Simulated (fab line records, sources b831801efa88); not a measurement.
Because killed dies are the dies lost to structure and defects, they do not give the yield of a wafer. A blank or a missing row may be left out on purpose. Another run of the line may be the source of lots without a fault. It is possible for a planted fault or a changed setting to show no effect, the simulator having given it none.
Matching of chambers	flow gf180mcu	GF_V1_CMP_04 on cmp-02: 4 sister chambers
The step polishes SiO2. 4 wafers are shown with their chamber, then 7 later ones without.

WAFERS WITH THEIR CHAMBER
wafer	chamber	motor current A (A)
L431.6	0	12.6
L441.5	2	13.6
L443.1	1	12.2
L443.2	3	11.3

WAFERS WITHOUT THEIR CHAMBER
wafer	motor current A (A)
L443.5	11.3
L446.2	11.9
L446.3	12.7
L446.6	12.1
L447.2	12.6
L447.5	13.3
L447.6	12.2

EACH ONE'S CHAMBER
wafer	from the rows above	in truth
L443.5	3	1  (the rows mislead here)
L446.2	can't be placed: 1 or 3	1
L446.3	0	0
L446.6	1	1
L447.2	0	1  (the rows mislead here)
L447.5	2	2
L447.6	1	1
Placed correctly: 4 of 7. Unplaceable from these rows: 1, with the true chamber sitting among the candidates in 1. Placed wrongly: 2.
How it was worked out, from the rows above alone: a wafer's distance from a chamber is the root of the sum, over the readings, of the square of ((its reading less the chamber's mean) divided by the reading's scatter). The wafer belongs to the nearest chamber; if the next one is less than 2 further off, it can't be placed. A chamber's mean is the mean of its shown wafers. The scatter: root of mean squared gap, hidden wafer to nearest shown wafer, with one shown wafer a chamber.
